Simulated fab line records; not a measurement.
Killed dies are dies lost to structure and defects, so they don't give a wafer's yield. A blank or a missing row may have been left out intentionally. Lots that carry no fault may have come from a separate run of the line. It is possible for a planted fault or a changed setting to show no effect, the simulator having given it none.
fab line records / flow sfq-line
record lots=6 wafers=18 last-day=92
route steps=325 shown R5@221 I5@228
lots that met no fault: from a run of the same line without faults
start-h: hours from the record's first day to the start of the lot's first wafer shown / wait-h: how many hours have passed since the lot's step before this one / " unchanged from the row above / L1.1+2: a row that stands for several wafers / - no value present, or no start provided / * or withheld: withheld / < > ~ a bound
route shown NAME@n: NAME is a module with steps in the file, n the number in the route of the first one / usual: the fault-free wafers' mean and standard deviation / same: alike in all rows / chamber/n: place in a boat / sites: each site's reading / _std_site: the values' standard deviation / _edge_site: inner sites' mean taken away from outer sites' mean / radius-mm: for every site, how far away it sits from the centre of the wafer / mask NAME#n: copy n / behind: tool/chamber where the wafer was last shaped / hold: what put the lot on hold/how long, in hours/how the hold closed / device: the transistor (n, p or np) that didn't switch / end of line: tests of these same wafers at the route's end / a step without rows: its recipe alone / killed: at the first sort, the dies lost to defects and structure; wafer yield is something else / map: per-die view of a wafer (x killed, . not killed, _ where there is no die)
set.NAME: setting as actually run; set.NAME@STEP: the setting as run at that earlier step / model.NAME: the simulator's own value behind a step, which no gauge read
certain route steps with their lots: each step a table, each wafer a row
services: a tool's chamber out of use, with start hour (start-h, from the record's first day; less than 0 if before it), hours out, and reason
## steps
# step SFQ_TRILAYER_R5_LITHO_PEB_139
# recipe peb-temp-c=115 peb-time-s=60 resist=KrF
# step SFQ_TRILAYER_R5_LITHO_DEVELOP_138
# recipe time-s=60 resist=KrF
# step SFQ_R5_OVL_MEAS_935
# usual R5_OVL=1/6
lot.wafer=L739.2 tool=overlay-02 chamber=- start-h=1638.68 wait-h=0.1 R5_OVL[nm]=5
lot.wafer=L739.5 tool=overlay-02 chamber=- start-h=1638.68 wait-h=0.1 R5_OVL[nm]=3
lot.wafer=L739.6 tool=overlay-02 chamber=- start-h=1638.68 wait-h=0.1 R5_OVL[nm]=9
lot.wafer=L741.2 tool=overlay-02 chamber=- start-h=1643.48 wait-h=0.1 R5_OVL[nm]=-2
lot.wafer=L741.3 tool=overlay-02 chamber=- start-h=1643.48 wait-h=0.1 R5_OVL[nm]=-2
lot.wafer=L741.6 tool=overlay-02 chamber=- start-h=1643.48 wait-h=0.1 R5_OVL[nm]=4
lot.wafer=L743.2 tool=overlay-02 chamber=- start-h=1649.48 wait-h=0.1 R5_OVL[nm]=-5
lot.wafer=L743.4 tool=overlay-02 chamber=- start-h=1649.48 wait-h=0.1 R5_OVL[nm]=-1
lot.wafer=L743.6 tool=overlay-02 chamber=- start-h=1649.48 wait-h=0.1 R5_OVL[nm]=-6
lot.wafer=L753.2 tool=overlay-02 chamber=- start-h=1825.08 wait-h=0.1 R5_OVL[nm]=4
lot.wafer=L753.3 tool=overlay-02 chamber=- start-h=1825.08 wait-h=0.1 R5_OVL[nm]=9
lot.wafer=L753.4 tool=overlay-02 chamber=- start-h=1825.08 wait-h=0.1 R5_OVL[nm]=6
lot.wafer=L754.3 tool=overlay-02 chamber=- start-h=1832.28 wait-h=0.1 R5_OVL[nm]=-1
lot.wafer=L754.4 tool=overlay-02 chamber=- start-h=1832.28 wait-h=0.1 R5_OVL[nm]=6
lot.wafer=L754.6 tool=overlay-02 chamber=- start-h=1832.28 wait-h=0.1 R5_OVL[nm]=6
lot.wafer=L760.3 tool=overlay-02 chamber=- start-h=1868.39 wait-h=0.1 R5_OVL[nm]=-1
lot.wafer=L760.4 tool=overlay-02 chamber=- start-h=1868.39 wait-h=0.1 R5_OVL[nm]=-6
lot.wafer=L760.5 tool=overlay-02 chamber=- start-h=1868.39 wait-h=0.1 R5_OVL[nm]=3
# step SFQ_TRILAYER_R5_BARC_OPEN_METAL_ETCH_177
# recipe mask-material=PR chemistry=O2 target-depth-nm=125 target=BARC icp-w=600 bias-w=80 pressure-mtorr=10 time-s=41.7
# usual drypump-motor-current-A=5.7/0.42 oes-product-au=0.685/0.0044
lot.wafer=L739.2 tool=rie-metal-01 chamber=1 start-h=1638.71 wait-h=0.0 drypump-motor-current-A=6.0 oes-product-au=0.685 rf-hours-counter-h=53
lot.wafer=L739.5 tool=rie-metal-01 chamber=0 start-h=1638.71 wait-h=0.0 drypump-motor-current-A=5.3 oes-product-au=0.676 rf-hours-counter-h=-
lot.wafer=L739.6 tool=rie-metal-01 chamber=1 start-h=1638.71 wait-h=0.0 drypump-motor-current-A=6.0 oes-product-au=0.678 rf-hours-counter-h=-
lot.wafer=L741.2 tool=rie-metal-03 chamber=1 start-h=1643.51 wait-h=0.0 drypump-motor-current-A=5.2 oes-product-au=0.679 rf-hours-counter-h=75
lot.wafer=L741.3 tool=rie-metal-03 chamber=1 start-h=1643.51 wait-h=0.0 drypump-motor-current-A=5.2 oes-product-au=0.686 rf-hours-counter-h=-
lot.wafer=L741.6 tool=rie-metal-03 chamber=0 start-h=1643.51 wait-h=0.0 drypump-motor-current-A=5.9 oes-product-au=0.693 rf-hours-counter-h=-
lot.wafer=L743.2 tool=rie-metal-03 chamber=0 start-h=1649.51 wait-h=0.0 drypump-motor-current-A=5.9 oes-product-au=0.683 rf-hours-counter-h=91
lot.wafer=L743.4 tool=rie-metal-03 chamber=0 start-h=1649.51 wait-h=0.0 drypump-motor-current-A=6.0 oes-product-au=0.682 rf-hours-counter-h=-
lot.wafer=L743.6 tool=rie-metal-03 chamber=0 start-h=1649.51 wait-h=0.0 drypump-motor-current-A=5.9 oes-product-au=0.680 rf-hours-counter-h=-
lot.wafer=L753.2 tool=rie-metal-01 chamber=0 start-h=1825.11 wait-h=0.0 drypump-motor-current-A=5.3 oes-product-au=0.690 rf-hours-counter-h=71
lot.wafer=L753.3 tool=rie-metal-01 chamber=0 start-h=1825.11 wait-h=0.0 drypump-motor-current-A=5.3 oes-product-au=0.676 rf-hours-counter-h=-
lot.wafer=L753.4 tool=rie-metal-01 chamber=1 start-h=1825.11 wait-h=0.0 drypump-motor-current-A=6.0 oes-product-au=0.677 rf-hours-counter-h=-
lot.wafer=L754.3 tool=rie-metal-03 chamber=1 start-h=1832.33 wait-h=0.0 drypump-motor-current-A=5.1 oes-product-au=0.684 rf-hours-counter-h=-
lot.wafer=L754.4 tool=rie-metal-03 chamber=0 start-h=1832.33 wait-h=0.0 drypump-motor-current-A=5.9 oes-product-au=0.690 rf-hours-counter-h=-
lot.wafer=L754.6 tool=rie-metal-03 chamber=1 start-h=1832.33 wait-h=0.0 drypump-motor-current-A=5.1 oes-product-au=0.678 rf-hours-counter-h=-
lot.wafer=L760.3 tool=rie-metal-01 chamber=0 start-h=1868.44 wait-h=0.0 drypump-motor-current-A=5.3 oes-product-au=0.678 rf-hours-counter-h=-
lot.wafer=L760.4 tool=rie-metal-01 chamber=1 start-h=1868.44 wait-h=0.0 drypump-motor-current-A=6.0 oes-product-au=0.691 rf-hours-counter-h=-
lot.wafer=L760.5 tool=rie-metal-01 chamber=0 start-h=1868.44 wait-h=0.0 drypump-motor-current-A=5.3 oes-product-au=0.682 rf-hours-counter-h=-
# step SFQ_TRILAYER_R5_ETCH_METAL_ETCH_139
# recipe stop-on=SiO2 mask-material=PR chemistry=Cl2 target-depth-nm=60 icp-w=600 bias-w=80 pressure-mtorr=10 time-s=40
# usual drypump-motor-current-A=5.7/0.42 oes-product-au=0.989/0.0091
lot.wafer=L739.2 tool=rie-metal-01 chamber=1 start-h=1638.77 wait-h=0.0 drypump-motor-current-A=6.0 oes-product-au=0.982 rf-hours-counter-h=53
lot.wafer=L739.5 tool=rie-metal-01 chamber=0 start-h=1638.77 wait-h=0.0 drypump-motor-current-A=5.3 oes-product-au=0.969 rf-hours-counter-h=-
lot.wafer=L739.6 tool=rie-metal-01 chamber=1 start-h=1638.77 wait-h=0.0 drypump-motor-current-A=6.0 oes-product-au=0.978 rf-hours-counter-h=-
lot.wafer=L741.2 tool=rie-metal-03 chamber=1 start-h=1643.57 wait-h=0.0 drypump-motor-current-A=5.2 oes-product-au=0.995 rf-hours-counter-h=75
lot.wafer=L741.3 tool=rie-metal-03 chamber=1 start-h=1643.57 wait-h=0.0 drypump-motor-current-A=5.2 oes-product-au=0.992 rf-hours-counter-h=-
lot.wafer=L741.6 tool=rie-metal-03 chamber=0 start-h=1643.57 wait-h=0.0 drypump-motor-current-A=6.0 oes-product-au=0.993 rf-hours-counter-h=-
lot.wafer=L743.2 tool=rie-metal-03 chamber=0 start-h=1649.57 wait-h=0.0 drypump-motor-current-A=5.9 oes-product-au=1.001 rf-hours-counter-h=91
lot.wafer=L743.4 tool=rie-metal-03 chamber=0 start-h=1649.57 wait-h=0.0 drypump-motor-current-A=6.0 oes-product-au=0.996 rf-hours-counter-h=-
lot.wafer=L743.6 tool=rie-metal-03 chamber=0 start-h=1649.57 wait-h=0.0 drypump-motor-current-A=5.9 oes-product-au=0.989 rf-hours-counter-h=-
lot.wafer=L753.2 tool=rie-metal-01 chamber=0 start-h=1825.17 wait-h=0.0 drypump-motor-current-A=5.3 oes-product-au=0.978 rf-hours-counter-h=71
lot.wafer=L753.3 tool=rie-metal-01 chamber=0 start-h=1825.17 wait-h=0.0 drypump-motor-current-A=5.3 oes-product-au=0.978 rf-hours-counter-h=-
lot.wafer=L753.4 tool=rie-metal-01 chamber=1 start-h=1825.17 wait-h=0.0 drypump-motor-current-A=6.0 oes-product-au=0.985 rf-hours-counter-h=-
lot.wafer=L754.3 tool=rie-metal-03 chamber=1 start-h=1832.39 wait-h=0.0 drypump-motor-current-A=5.2 oes-product-au=0.987 rf-hours-counter-h=-
lot.wafer=L754.4 tool=rie-metal-03 chamber=0 start-h=1832.39 wait-h=0.0 drypump-motor-current-A=5.9 oes-product-au=0.992 rf-hours-counter-h=-
lot.wafer=L754.6 tool=rie-metal-03 chamber=1 start-h=1832.39 wait-h=0.0 drypump-motor-current-A=5.2 oes-product-au=1.000 rf-hours-counter-h=-
lot.wafer=L760.3 tool=rie-metal-01 chamber=0 start-h=1868.50 wait-h=0.0 drypump-motor-current-A=5.3 oes-product-au=0.972 rf-hours-counter-h=-
lot.wafer=L760.4 tool=rie-metal-01 chamber=1 start-h=1868.50 wait-h=0.0 drypump-motor-current-A=6.0 oes-product-au=0.992 rf-hours-counter-h=-
lot.wafer=L760.5 tool=rie-metal-01 chamber=0 start-h=1868.50 wait-h=0.0 drypump-motor-current-A=5.3 oes-product-au=0.970 rf-hours-counter-h=-
# step SFQ_TRILAYER_R5_STRIP_STRIP_140
# recipe gas=O2 power-w=200 platen-temp-c=40 overash-fraction=0.65 chemistry=O2 pressure-mtorr=50
# usual drypump-motor-current-A=5.7/0.42 oes-product-au=0.999/0.014
lot.wafer=L739.2 tool=rie-metal-01 chamber=1 start-h=1638.83 wait-h=0.0 drypump-motor-current-A=6.0 oes-product-au=0.994 rf-hours-counter-h=53
lot.wafer=L739.5 tool=rie-metal-01 chamber=0 start-h=1638.83 wait-h=0.0 drypump-motor-current-A=5.3 oes-product-au=0.964 rf-hours-counter-h=-
lot.wafer=L739.6 tool=rie-metal-01 chamber=1 start-h=1638.83 wait-h=0.0 drypump-motor-current-A=6.0 oes-product-au=1.003 rf-hours-counter-h=-
lot.wafer=L741.2 tool=rie-metal-03 chamber=1 start-h=1643.63 wait-h=0.0 drypump-motor-current-A=5.2 oes-product-au=1.013 rf-hours-counter-h=75
lot.wafer=L741.3 tool=rie-metal-03 chamber=1 start-h=1643.63 wait-h=0.0 drypump-motor-current-A=5.2 oes-product-au=1.015 rf-hours-counter-h=-
lot.wafer=L741.6 tool=rie-metal-03 chamber=0 start-h=1643.63 wait-h=0.0 drypump-motor-current-A=5.9 oes-product-au=1.024 rf-hours-counter-h=-
lot.wafer=L743.2 tool=rie-metal-03 chamber=0 start-h=1649.63 wait-h=0.0 drypump-motor-current-A=6.0 oes-product-au=1.015 rf-hours-counter-h=91
lot.wafer=L743.4 tool=rie-metal-03 chamber=0 start-h=1649.63 wait-h=0.0 drypump-motor-current-A=6.0 oes-product-au=1.023 rf-hours-counter-h=-
lot.wafer=L743.6 tool=rie-metal-03 chamber=0 start-h=1649.63 wait-h=0.0 drypump-motor-current-A=5.9 oes-product-au=1.017 rf-hours-counter-h=-
lot.wafer=L753.2 tool=rie-metal-01 chamber=0 start-h=1825.22 wait-h=0.0 drypump-motor-current-A=5.3 oes-product-au=0.989 rf-hours-counter-h=71
lot.wafer=L753.3 tool=rie-metal-01 chamber=0 start-h=1825.22 wait-h=0.0 drypump-motor-current-A=5.3 oes-product-au=0.988 rf-hours-counter-h=-
lot.wafer=L753.4 tool=rie-metal-01 chamber=1 start-h=1825.22 wait-h=0.0 drypump-motor-current-A=6.0 oes-product-au=1.002 rf-hours-counter-h=-
lot.wafer=L754.3 tool=rie-metal-03 chamber=1 start-h=1832.62 wait-h=0.2 drypump-motor-current-A=5.2 oes-product-au=0.988 rf-hours-counter-h=-
lot.wafer=L754.4 tool=rie-metal-03 chamber=0 start-h=1832.62 wait-h=0.2 drypump-motor-current-A=5.9 oes-product-au=1.016 rf-hours-counter-h=-
lot.wafer=L754.6 tool=rie-metal-03 chamber=1 start-h=1832.62 wait-h=0.2 drypump-motor-current-A=5.2 oes-product-au=0.994 rf-hours-counter-h=-
lot.wafer=L760.3 tool=rie-metal-01 chamber=0 start-h=1868.74 wait-h=0.2 drypump-motor-current-A=5.3 oes-product-au=0.969 rf-hours-counter-h=-
lot.wafer=L760.4 tool=rie-metal-01 chamber=1 start-h=1868.74 wait-h=0.2 drypump-motor-current-A=6.0 oes-product-au=0.999 rf-hours-counter-h=-
lot.wafer=L760.5 tool=rie-metal-01 chamber=0 start-h=1868.74 wait-h=0.2 drypump-motor-current-A=5.3 oes-product-au=0.982 rf-hours-counter-h=-
# step SFQ_TRILAYER_R5_STRIP_SOLV_CLEAN_141
# recipe chemistry=NMP temp-c=70 time-s=600
# step SFQ_TRILAYER_A5C_DEP_PECVD_142
# recipe material=SiO2 temp-c=150 time-s=15.556 pressure-torr=2.4 rf-w=183.3 precursor=SiH4/N2O target-thk-nm=70
# usual heater-power-w=83/17 throttle-valve-pct=25.6/2
lot.wafer=L739.2 tool=pecvd-04 chamber=2 start-h=1639.60 wait-h=0.0 heater-power-w=66 throttle-valve-pct=24.0
lot.wafer=L739.5 tool=pecvd-04 chamber=2 start-h=1639.60 wait-h=0.0 heater-power-w=65 throttle-valve-pct=24.1
lot.wafer=L739.6 tool=pecvd-04 chamber=1 start-h=1639.60 wait-h=0.0 heater-power-w=84 throttle-valve-pct=25.5
lot.wafer=L741.2 tool=pecvd-02 chamber=0 start-h=1644.40 wait-h=0.0 heater-power-w=85 throttle-valve-pct=25.8
lot.wafer=L741.3 tool=pecvd-02 chamber=1 start-h=1644.40 wait-h=0.0 heater-power-w=59 throttle-valve-pct=24.5
lot.wafer=L741.6 tool=pecvd-02 chamber=0 start-h=1644.40 wait-h=0.0 heater-power-w=88 throttle-valve-pct=25.9
lot.wafer=L743.2 tool=pecvd-03 chamber=0 start-h=1650.40 wait-h=0.0 heater-power-w=100 throttle-valve-pct=23.6
lot.wafer=L743.4 tool=pecvd-03 chamber=2 start-h=1650.40 wait-h=0.0 heater-power-w=102 throttle-valve-pct=24.8
lot.wafer=L743.6 tool=pecvd-03 chamber=1 start-h=1650.40 wait-h=0.0 heater-power-w=86 throttle-valve-pct=27.2
lot.wafer=L753.2 tool=pecvd-03 chamber=2 start-h=1826.00 wait-h=0.0 heater-power-w=95 throttle-valve-pct=25.3
lot.wafer=L753.3 tool=pecvd-03 chamber=0 start-h=1826.00 wait-h=0.0 heater-power-w=110 throttle-valve-pct=23.9
lot.wafer=L753.4 tool=pecvd-03 chamber=2 start-h=1826.00 wait-h=0.0 heater-power-w=95 throttle-valve-pct=25.3
lot.wafer=L754.3 tool=pecvd-03 chamber=0 start-h=1833.20 wait-h=0.0 heater-power-w=112 throttle-valve-pct=23.8
lot.wafer=L754.4 tool=pecvd-03 chamber=2 start-h=1833.20 wait-h=0.0 heater-power-w=100 throttle-valve-pct=25.0
lot.wafer=L754.6 tool=pecvd-03 chamber=0 start-h=1833.20 wait-h=0.0 heater-power-w=113 throttle-valve-pct=23.8
lot.wafer=L760.3 tool=pecvd-02 chamber=0 start-h=1869.31 wait-h=0.0 heater-power-w=87 throttle-valve-pct=23.3
lot.wafer=L760.4 tool=pecvd-02 chamber=1 start-h=1869.31 wait-h=0.0 heater-power-w=63 throttle-valve-pct=22.9
lot.wafer=L760.5 tool=pecvd-02 chamber=0 start-h=1869.31 wait-h=0.0 heater-power-w=86 throttle-valve-pct=23.4
# step SFQ_TRILAYER_I5_LITHO_COAT_149
# recipe resist=BARC spin-rpm=3000 resist-thk-nm=62
# step SFQ_TRILAYER_I5_LITHO_COAT_144
# recipe resist=KrF spin-rpm=3000 resist-thk-nm=650
# step SFQ_TRILAYER_I5_LITHO_SOFTBAKE_148
# recipe temp-c=withheld time-s=withheld resist=KrF
# step SFQ_TRILAYER_I5_LITHO_EXPOSE_145
# recipe mask-id=I5 na=0.6 source-shape=conventional sigma-outer=0.65 target-cd-nm=700 dose-mj=21.3
# step SFQ_TRILAYER_I5_LITHO_PEB_147
# recipe peb-temp-c=115 peb-time-s=60 resist=KrF
# usual chill-plate-temp-C=23.02/0.087 exhaust-pa=45.1/0.8 heater-power-total-W=79.14/0.069
lot.wafer=L739.2 tool=litho-track-02 chamber=0 start-h=1646.80 wait-h=0.8 chill-plate-temp-C=22.95 exhaust-pa=46.2 heater-power-total-W=79.18
lot.wafer=L739.5 tool=litho-track-02 chamber=0 start-h=1646.80 wait-h=0.8 chill-plate-temp-C=22.90 exhaust-pa=44.9 heater-power-total-W=79.03
lot.wafer=L739.6 tool=litho-track-02 chamber=0 start-h=1646.80 wait-h=0.8 chill-plate-temp-C=23.04 exhaust-pa=45.0 heater-power-total-W=79.18
lot.wafer=L741.2 tool=litho-track-02 chamber=0 start-h=1650.40 wait-h=0.8 chill-plate-temp-C=23.05 exhaust-pa=45.0 heater-power-total-W=79.21
lot.wafer=L741.3 tool=litho-track-02 chamber=0 start-h=1650.40 wait-h=0.8 chill-plate-temp-C=23.02 exhaust-pa=45.5 heater-power-total-W=79.00
lot.wafer=L741.6 tool=litho-track-02 chamber=0 start-h=1650.40 wait-h=0.8 chill-plate-temp-C=23.01 exhaust-pa=46.4 heater-power-total-W=79.12
lot.wafer=L743.2 tool=litho-track-02 chamber=0 start-h=1652.80 wait-h=0.8 chill-plate-temp-C=23.09 exhaust-pa=45.3 heater-power-total-W=79.19
lot.wafer=L743.4 tool=litho-track-02 chamber=0 start-h=1652.80 wait-h=0.8 chill-plate-temp-C=22.92 exhaust-pa=44.5 heater-power-total-W=79.05
lot.wafer=L743.6 tool=litho-track-02 chamber=0 start-h=1652.80 wait-h=0.8 chill-plate-temp-C=22.97 exhaust-pa=45.0 heater-power-total-W=79.18
lot.wafer=L753.2 tool=litho-track-04 chamber=- start-h=1855.65 wait-h=0.8 chill-plate-temp-C=- exhaust-pa=- heater-power-total-W=-
lot.wafer=L753.3 tool=litho-track-04 chamber=- start-h=1855.65 wait-h=0.8 chill-plate-temp-C=- exhaust-pa=- heater-power-total-W=-
lot.wafer=L753.4 tool=litho-track-04 chamber=- start-h=1855.65 wait-h=0.8 chill-plate-temp-C=- exhaust-pa=- heater-power-total-W=-
lot.wafer=L754.3 tool=litho-track-01 chamber=- start-h=1856.87 wait-h=0.7 chill-plate-temp-C=- exhaust-pa=- heater-power-total-W=-
lot.wafer=L754.4 tool=litho-track-01 chamber=- start-h=1856.87 wait-h=0.7 chill-plate-temp-C=- exhaust-pa=- heater-power-total-W=-
lot.wafer=L754.6 tool=litho-track-01 chamber=- start-h=1856.87 wait-h=0.7 chill-plate-temp-C=- exhaust-pa=- heater-power-total-W=-
lot.wafer=L760.3 tool=litho-track-04 chamber=0 start-h=1885.60 wait-h=0.7 chill-plate-temp-C=22.91 exhaust-pa=44.5 heater-power-total-W=79.28
lot.wafer=L760.4 tool=litho-track-04 chamber=0 start-h=1885.60 wait-h=0.7 chill-plate-temp-C=23.03 exhaust-pa=46.1 heater-power-total-W=79.17
lot.wafer=L760.5 tool=litho-track-04 chamber=0 start-h=1885.60 wait-h=0.7 chill-plate-temp-C=23.05 exhaust-pa=44.5 heater-power-total-W=79.26
# step SFQ_TRILAYER_I5_LITHO_DEVELOP_146
# recipe time-s=60 resist=KrF
## services
tool=rie-metal-03 chamber=- start-h=1622.14 hours=0.2 kind=repair
tool=pecvd-04 chamber=0 start-h=1624.22 hours=5.3 kind=repair
tool=pecvd-03 chamber=- start-h=1627.44 hours=4.2 kind=repair
tool=pecvd-04 chamber=- start-h=1636.08 hours=0.7 kind=repair
tool=pecvd-04 chamber=- start-h=1647.11 hours=2.8 kind=pm
tool=pecvd-04 chamber=- start-h=1667.39 hours=5.0 kind=repair
tool=pecvd-02 chamber=- start-h=1673.95 hours=0.7 kind=repair
tool=pecvd-03 chamber=- start-h=1674.22 hours=0.4 kind=repair
tool=pecvd-02 chamber=- start-h=1686.25 hours=14.0 kind=pm
tool=pecvd-03 chamber=- start-h=1692.03 hours=0.3 kind=repair
tool=pecvd-04 chamber=- start-h=1692.08 hours=0.6 kind=repair
tool=pecvd-03 chamber=- start-h=1695.62 hours=2.9 kind=repair
tool=pecvd-03 chamber=- start-h=1713.92 hours=1.0 kind=repair
tool=rie-metal-01 chamber=0 start-h=1752.37 hours=4.8 kind=repair
tool=pecvd-03 chamber=1 start-h=1765.94 hours=2.0 kind=repair
tool=pecvd-02 chamber=- start-h=1769.33 hours=1.0 kind=repair
tool=rie-metal-01 chamber=- start-h=1773.49 hours=4.3 kind=pm
tool=pecvd-02 chamber=- start-h=1777.18 hours=2.3 kind=repair
tool=pecvd-03 chamber=- start-h=1782.95 hours=1.0 kind=repair
tool=rie-metal-03 chamber=0 start-h=1786.01 hours=32.8 kind=repair
tool=pecvd-02 chamber=- start-h=1805.24 hours=6.3 kind=repair
tool=pecvd-04 chamber=- start-h=1831.56 hours=14.6 kind=pm
tool=pecvd-02 chamber=1 start-h=1840.83 hours=5.0 kind=repair
tool=rie-metal-03 chamber=- start-h=1885.53 hours=0.5 kind=repair
## key
first-sign step=SFQ_TRILAYER_I5_LITHO_PEB_147 reading=tool-record direction=missing
effect none on later readings
met-at SFQ_TRILAYER_I5_LITHO_PEB_147
struck-wafers L753.2,L753.3,L753.4,L754.3,L754.4,L754.6
fault kind=skipped-step-whole tool=litho-track-01,litho-track-04 chamber=- onset-h=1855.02 steps=SFQ_TRILAYER_I5_LITHO_PEB_147 scope=struck-lots-only
